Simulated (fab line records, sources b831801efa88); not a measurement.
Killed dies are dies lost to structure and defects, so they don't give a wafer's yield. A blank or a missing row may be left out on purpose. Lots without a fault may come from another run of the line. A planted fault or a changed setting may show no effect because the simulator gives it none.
A struck lot beside a sound one | flow sky130 | 17 steps out of a route of 708
Sound: wafers L258.3, L258.5, L258.6. Struck: wafers L273.1, L273.3, L273.6. The cause comes at the end.
At each step with rows: each side's tool, then ch and its chambers, then its first start. Under that, the readings that differ: sound wafers | struck wafers | difference of the means | sigmas: that difference in standard deviations of wafers without a fault.
alike: readings whose means differ by less than 2 such deviations, and words and numbers that are the same on both sides. not compared: withheld readings, readings that some wafer has no value for, bounds like >300 that may hide the same value, and numbers for which the record gives no deviation and whose values overlap.
The two part at a step that has a row with sigmas, a row that says differs or no value, or rows on one side only. Numbers that don't overlap but have no deviation are shown without sigmas and don't part them. A reading that every wafer of one side lacks parts them only if that side has two wafers or more.

SKY_LDD_P_OVL_MEAS_08:
  sound on overlay-01, day 20 04:12; struck on overlay-02, day 25 11:26
  alike: LDD_P_OVL
then, 1 step without rows for these wafers: SKY_LDD_P_IMPLANT_09.
SKY_LDD_P_STRIP_10: strips in O2/N2.
  sound on plasma_asher-02 ch 0,1, day 20 04:25; struck on plasma_asher-02 ch 1, day 25 11:37
  alike: chamber_pressure_mTorr, drypump_motor_current_A, oes_product_au, strip_time_to_endpoint_s
  not compared: rf_hours_counter_h
SKY_LDD_P_TW_MEAS_11:
  sound on film_metro-02, day 20 04:29; struck on film_metro-03, day 25 11:43
  alike: LDD_P_TW
then, 7 steps without rows for these wafers: SKY_LDD_HVN_DEHYDRATE_00 (time 60 s); SKY_LDD_HVN_HMDS_01 (prime time 60 s); SKY_LDD_HVN_COAT_02 (resist thk 300 nm); SKY_LDD_HVN_SOFTBAKE_03 (time 60 s); SKY_LDD_HVN_EXPOSE_04 (exposes mask HVNTM, target cd 700 nm); SKY_LDD_HVN_PEB_05; SKY_LDD_HVN_DEVELOP_06 (develop time 60 s).
SKY_LDD_HVN_OVL_MEAS_07:
  sound on overlay-02, day 21 11:11; struck on overlay-02, day 26 17:22
  alike: LDD_HVN_OVL
SKY_LDD_HVN_IMPLANT_08:
  sound on implanter-04 ch 0, day 21 11:16; struck on implanter-04 ch 0, day 26 17:24
  reading                   | sound                | struck               | difference | sigmas
  beam_energy_keV           | 59.999 60.039 59.996 | 64.284 64.265 64.273 | +4.263     | +99 or more
  model.implant.rp_nm (nm)  | 55.13 55.13 55.13    | 62.13 62.13 62.13    | +7.00      |
  model.implant.drp_nm (nm) | 28.15 28.15 28.15    | 29.9 29.9 29.9       | +1.8       |
SKY_LDD_HVN_STRIP_09: strips in O2/N2.
  sound on plasma_asher-02 ch 0,1, day 21 11:23; struck on plasma_asher-02 ch 0,1, day 26 17:33
  reading                      | sound             | struck            | difference | sigmas
  strip_time_to_endpoint_s (s) | 4.129 4.118 4.123 | 4.168 4.154 4.153 | +0.035     | +2
  alike: chamber_pressure_mTorr, drypump_motor_current_A, oes_product_au
  not compared: rf_hours_counter_h
SKY_LDD_HVN_TW_MEAS_10:
  sound on film_metro-04, day 21 11:29; struck on film_metro-04, day 26 17:39
  reading    | sound          | struck         | difference | sigmas
  LDD_HVN_TW | 1436 1440 1433 | 1465 1464 1469 | +30        | +4
then, 1 step without rows for these wafers: SKY_LDD_HVP_DEHYDRATE_00 (time 60 s).
-- the record jumps here: 23 days lie between the struck wafers' starts before and after (it left off in module LDD_HVP and takes up again in module PAD_OPEN, whose first step shown is number 708 of the route) --
SKY_PAD_OPEN_PROBE_99:
  sound on prober-02, day 46 17:25; struck on prober-02, day 50 00:56
  reading                        | sound          | struck         | difference | sigmas
  model.etest.tip_n_5v.rs_ohm_sq | 1410 1411 1420 | 1343 1345 1334 | -73        |
  alike: killed_at_M0_to_M3, killed_at_M4_up, killed_at_contacts, killed_at_front_end, killed_at_other, killed_dies, killed_on_rim, killed_open, killed_short

WHERE THEY PART
First at SKY_LDD_HVN_IMPLANT_08; last, within this record, at SKY_LDD_HVN_TW_MEAS_10. Later steps at which nothing parts them and some readings are alike: SKY_PAD_OPEN_PROBE_99.

WHY: what the simulator had put in
Process parameter drift: implanter-04, from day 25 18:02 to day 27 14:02, at SKY_LDD_HVN_IMPLANT_08. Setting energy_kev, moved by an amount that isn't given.
